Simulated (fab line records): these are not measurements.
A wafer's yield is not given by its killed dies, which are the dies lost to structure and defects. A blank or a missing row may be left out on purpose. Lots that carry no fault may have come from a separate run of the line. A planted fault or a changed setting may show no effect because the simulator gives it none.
A single fault, viewed from 2 desks || flow sfq_line || only its own numbers are on each desk; what lay behind them is given at the end

TOOL OWNER'S DESK, rie_metal-03
The tool's own readings at SFQ_TRILAYER_M6_BARC_OPEN_METAL_ETCH_206 (etches BARC in O2, target depth 125 nm, time 41.7 s): means of the sampled wafers that have a number, for each lot that ran on this tool. Marked OUT: a lot whose mean sits more than 4 standard deviations from the usual mean, which makes it out of limits; the brackets give that distance.
Columns: A = drypump_motor_current_A at SFQ_TRILAYER_M6_BARC_OPEN_METAL_ETCH_206, usual 5.3 A; B = oes_product_au at SFQ_TRILAYER_M6_BARC_OPEN_METAL_ETCH_206, usual 0.686 a.u.; C = rf_fwd_power_W at SFQ_TRILAYER_M6_BARC_OPEN_METAL_ETCH_206, usual 593.9 W
{"lot": "L940", "first seen here": "day 78 02:31", "A": 5.3, "B": 0.685, "C": 593.0}
{"lot": "L944", "first seen here": "day 78 09:43", "A": 5.4, "B": 0.687, "C": "687.3 (+42) OUT"}
{"lot": "L947", "first seen here": "day 79 03:23", "A": 5.3, "B": 0.687, "C": "689.3 (+43) OUT"}
This desk's verdict: out of limits on L944, L947, starting with L944 at day 78 09:43 (rf_fwd_power_W at SFQ_TRILAYER_M6_BARC_OPEN_METAL_ETCH_206). In limits: L940.

FROM THE METROLOGY DESK
What the gauges read, lot by lot, whatever tool the lot ran on: means of the sampled wafers that have a number. Marked OUT: a lot whose mean sits more than 4 standard deviations from the usual mean, which makes it out of limits; the brackets give that distance.
Columns: A = M6_NB_RS at SFQ_M6_RS_MEAS_938, usual 0.892 ohm/sq; B = M6_OVL at SFQ_M6_OVL_MEAS_940, usual -1 nm
{"lot": "L940", "first seen here": "day 73 10:35", "A": 0.886, "B": 2}
{"lot": "L944", "first seen here": "day 73 16:35", "A": 0.878, "B": 0}
{"lot": "L945", "first seen here": "day 74 03:23", "A": 0.887, "B": -3}
{"lot": "L947", "first seen here": "day 74 11:47", "A": 0.892, "B": -1}
{"lot": "L949", "first seen here": "day 75 04:44", "A": 0.894, "B": -4}
{"lot": "L956", "first seen here": "day 76 18:32", "A": 0.882, "B": -1}
This desk's verdict: no lot among the 6 shows anything out of limits.

BROUGHT TOGETHER
An alarm could have come from the tool owner's desk at day 78 09:43, on L944, L947.
Metrology desk: nothing out of limits seen.
The metrology desk holds a record of L944, L947, inside its limits.
All the named lots went through SFQ_TRILAYER_M6_BARC_OPEN_METAL_ETCH_206 on rie_metal-03.

WHAT THE SIMULATOR HAD INSERTED
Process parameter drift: rie_metal-03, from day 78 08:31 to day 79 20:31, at SFQ_TRILAYER_M6_BARC_OPEN_METAL_ETCH_206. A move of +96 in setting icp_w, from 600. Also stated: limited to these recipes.
Lots struck among those shown: L944, L947.
Hours from the fault's start to each desk's first reading out of limits: the tool owner's desk, 1.
